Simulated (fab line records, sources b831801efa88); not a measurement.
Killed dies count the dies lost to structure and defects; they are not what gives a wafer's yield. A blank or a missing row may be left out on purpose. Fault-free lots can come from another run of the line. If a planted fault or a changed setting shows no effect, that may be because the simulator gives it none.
Which tool did it? + flow gf180mcu + Sampling: 13 lots, 39 wafers, 5 of 602 route steps

## WHAT THE GAUGES SHOWED, per wafer
GF_HV_LDD_OVL_MEAS_08. Usual: HV_LDD_OVL 0.3 nm, standard deviation 1.2.
| lot  | measured     | on         | HV_LDD_OVL (nm) | flag |
|------|--------------|------------|-----------------|------|
| L759 | day 10 02:19 | overlay-01 | 0.9 0.8 -0.6    |      |
| L760 | day 10 09:40 | overlay-01 | 1.6 0.2 -1.6    |      |
| L761 | day 10 12:13 | overlay-02 | -0.4 2.2 -2.7   |      |
| L762 | day 10 23:17 | overlay-01 | 1.0 1.6 2.4     |      |
| L763 | day 11 05:55 | overlay-02 | 1.3 1.7 0.2     |      |
| L765 | day 12 02:48 | overlay-02 | -0.8 0.7 1.7    |      |
| L766 | day 12 08:41 | overlay-01 | 0.4 1.5 0.1     |      |
| L770 | day 13 15:53 | overlay-02 | -0.5 1.2 -0.6   |      |
| L773 | day 14 10:14 | overlay-02 | 1.6 -0.4 0.2    |      |
| L774 | day 14 19:35 | overlay-02 | 0.0 2.0 -1.3    |      |
| L775 | day 14 23:21 | overlay-02 | -0.8 -1.1 0.1   |      |
| L776 | day 15 07:47 | overlay-02 | 0.1 0.8 0.5     |      |
| L780 | day 16 15:30 | overlay-02 | 0.2 -0.9 0.2    |      |

GF_HV_LDD_OVL_MEAS_32. Usual: HV_LDD_02_OVL -0.1 nm, standard deviation 1.3.
| lot  | measured     | on         | HV_LDD_02_OVL (nm) | flag |
|------|--------------|------------|--------------------|------|
| L759 | day 11 14:46 | overlay-01 | 0.3 0.0 0.4        |      |
| L760 | day 11 22:46 | overlay-02 | 0.1 -0.3 -1.0      |      |
| L761 | day 12 02:08 | overlay-01 | 0.4 1.3 0.7        |      |
| L762 | day 12 14:20 | overlay-02 | -1.2 -0.6 -0.2     |      |
| L763 | day 12 21:04 | overlay-02 | -1.5 -0.7 -0.1     |      |
| L765 | day 13 19:00 | overlay-02 | 0.8 1.7 2.0        |      |
| L766 | day 14 01:19 | overlay-01 | -1.0 1.0 -0.3      |      |
| L770 | day 15 11:17 | overlay-01 | -1.4 -3.2 -1.4     |      |
| L773 | day 16 06:04 | overlay-01 | -83.8 -84.9 -85.2  | OFF  |
| L774 | day 16 16:44 | overlay-01 | -84.2 -83.5 -84.7  | OFF  |
| L775 | day 16 20:27 | overlay-01 | -0.7 1.0 -0.2      |      |
| L776 | day 17 04:22 | overlay-02 | -1.1 -1.4 0.1      |      |
| L780 | day 18 13:23 | overlay-01 | -1.6 -1.1 1.3      |      |

GF_NSD_CD_MEAS_07: target cd 400 nm. Usual: cd nm 400.3 nm, standard deviation 2.3.
| lot  | measured     | on        | cd nm (nm)        | flag |
|------|--------------|-----------|-------------------|------|
| L759 | day 13 09:19 | cd sem-01 | 399.1 399.6 401.0 |      |
| L760 | day 13 18:16 | cd sem-01 | 393.8 396.4 394.7 |      |
| L761 | day 13 23:32 | cd sem-01 | 398.4 398.4 398.6 |      |
| L762 | day 14 11:18 | cd sem-01 | 399.3 398.9 397.9 |      |
| L763 | day 14 18:07 | cd sem-01 | 403.5 403.0 402.8 |      |
| L765 | day 15 17:41 | cd sem-01 | 404.0 402.6 403.0 |      |
| L766 | day 16 00:16 | cd sem-02 | 398.9 397.6 397.6 |      |
| L770 | day 17 10:47 | cd sem-01 | 398.1 399.4 395.7 |      |
| L773 | day 18 06:12 | cd sem-02 | 400.8 399.8 398.3 |      |
| L774 | day 18 17:09 | cd sem-02 | 400.3 401.2 399.6 |      |
| L775 | day 18 21:37 | cd sem-01 | 398.1 396.8 399.0 |      |
| L776 | day 19 05:33 | cd sem-02 | 402.4 403.6 403.3 |      |
| L780 | day 20 16:56 | cd sem-02 | 400.0 397.2 400.0 |      |

## WHAT TOOL EACH LOT RAN ON (gives the tool, then ch and the chambers of the sampled wafers, and finally the start)
| lot  | GF_HV_LDD_STRIP_22                   | GF_HV_LDD_EXPOSE_28                 |
|------|--------------------------------------|-------------------------------------|
| L759 | plasma asher-01 ch 0,1, day 10 20:14 | iline stepper-01 ch 0, day 11 05:37 |
| L760 | plasma asher-04 ch 0,1, day 11 03:50 | iline stepper-02 ch 0, day 11 13:15 |
| L761 | plasma asher-01 ch 0, day 11 07:11   | iline stepper-01 ch 0, day 11 16:34 |
| L762 | plasma asher-04 ch 0,1, day 11 19:02 | iline stepper-01 ch 0, day 12 04:29 |
| L763 | plasma asher-04 ch 1, day 12 01:07   | iline stepper-01 ch 0, day 12 10:44 |
| L765 | plasma asher-04 ch 0,1, day 12 22:56 | iline stepper-01 ch 0, day 13 08:56 |
| L766 | plasma asher-04 ch 0,1, day 13 04:38 | iline stepper-02 ch 0, day 13 15:04 |
| L770 | plasma asher-04 ch 0,1, day 14 13:15 | iline stepper-01 ch 0, day 14 23:56 |
| L773 | plasma asher-03 ch 0,1, day 15 08:18 | iline stepper-02 ch 0, day 15 19:35 |
| L774 | plasma asher-04 ch 0,1, day 15 18:08 | iline stepper-02 ch 0, day 16 05:04 |
| L775 | plasma asher-01 ch 0,1, day 15 22:02 | iline stepper-01 ch 0, day 16 09:39 |
| L776 | plasma asher-03 ch 0,1, day 16 06:02 | iline stepper-01 ch 0, day 16 17:30 |
| L780 | plasma asher-01 ch 0,1, day 17 14:23 | iline stepper-01 ch 0, day 18 01:30 |
- GF_HV_LDD_STRIP_22: strips in O2/N2.
- GF_HV_LDD_EXPOSE_28: exposes mask Nplus HV AREA, target cd 400 nm.

## WHAT THE TOOLS THEMSELVES READ (means of the sampled wafers that have a number; where no wafer has one, the mark that the record gives instead)
GF_HV_LDD_STRIP_22. Usual: drypump motor current A 5.8 A, standard deviation 0.48; heater power w 319 W, standard deviation 39; oes product au 0.702 a.u., standard deviation 0.0051; strip time to endpoint s 13.00 s, standard deviation 0.04.
| lot  | tool            | drypump motor current A (A) | heater power w (W) | oes product au (a.u.) | strip time to endpoint s (s) | flag |
|------|-----------------|-----------------------------|--------------------|-----------------------|------------------------------|------|
| L759 | plasma asher-01 | 5.9                         | 339                | 0.700                 | 13.04                        |      |
| L760 | plasma asher-04 | 5.4                         | 314                | 0.703                 | 12.99                        |      |
| L761 | plasma asher-01 | 5.9                         | 405                | 0.701                 | 13.01                        |      |
| L762 | plasma asher-04 | 5.5                         | 317                | 0.710                 | 12.96                        |      |
| L763 | plasma asher-04 | 5.0                         | 330                | 0.701                 | 13.09                        |      |
| L765 | plasma asher-04 | 5.5                         | 319                | 0.704                 | 13.04                        |      |
| L766 | plasma asher-04 | 5.9                         | 308                | 0.699                 | 13.02                        |      |
| L770 | plasma asher-04 | 5.4                         | 317                | 0.704                 | 13.01                        |      |
| L773 | plasma asher-03 | 6.0                         | 294                | 0.703                 | 13.00                        |      |
| L774 | plasma asher-04 | 5.9                         | 306                | 0.702                 | 13.01                        |      |
| L775 | plasma asher-01 | 6.0                         | 341                | 0.699                 | 13.02                        |      |
| L776 | plasma asher-03 | 5.8                         | 276                | 0.700                 | 12.99                        |      |
| L780 | plasma asher-01 | 5.9                         | 373                | 0.698                 | 12.99                        |      |

GF_HV_LDD_EXPOSE_28. Usual: focus offset nm 0.0 nm, standard deviation 0.54.
| lot  | tool             | focus offset nm (nm) | flag |
|------|------------------|----------------------|------|
| L759 | iline stepper-01 | 0.2                  |      |
| L760 | iline stepper-02 | -0.7                 |      |
| L761 | iline stepper-01 | -0.0                 |      |
| L762 | iline stepper-01 | -0.4                 |      |
| L763 | iline stepper-01 | -0.7                 |      |
| L765 | iline stepper-01 | -0.6                 |      |
| L766 | iline stepper-02 | 0.5                  |      |
| L770 | iline stepper-01 | -0.1                 |      |
| L773 | iline stepper-02 | 0.6                  |      |
| L774 | iline stepper-02 | 0.5                  |      |
| L775 | iline stepper-01 | 0.2                  |      |
| L776 | iline stepper-01 | -0.1                 |      |
| L780 | iline stepper-01 | -1.1                 |      |

## THE ANSWER, worked out from the rows above alone
Rule: a lot is off if the mean of its wafers that have a number lies more than 3 standard deviations from the usual mean. Also off: a lot with no number at a reading for which 4 or more lots have one. The other lots that the step has rows for count as sound. After the gauges, taken in route order, come the tools' own readings; for these a lot's mean is taken, as printed above. At the first step where some lot is off, the reading lying furthest off is the one used; lots without a number count as furthest.
Off: L773, L774, at GF_HV_LDD_OVL_MEAS_32 (HV_LDD_02_OVL).
A tool fits if, at a process step before that reading, it ran every lot that is off, and no sound lot after the first of them. The gauges at GF_HV_LDD_OVL_MEAS_32 are tried like those tools. One fits: iline stepper-02 at GF_HV_LDD_EXPOSE_28. Its last sound lot is L766 (day 13 15:04), its first lot that is off L773 (day 15 19:35): a fault that began between those two fits.

## WHAT THE SIMULATOR HAD PUT IN
Scanner matching overlay: iline stepper-02, from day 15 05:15 on, at GF_HV_LDD_EXPOSE_28. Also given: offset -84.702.
Struck lots among those shown: L773, L774. This agrees with what the rule above found.
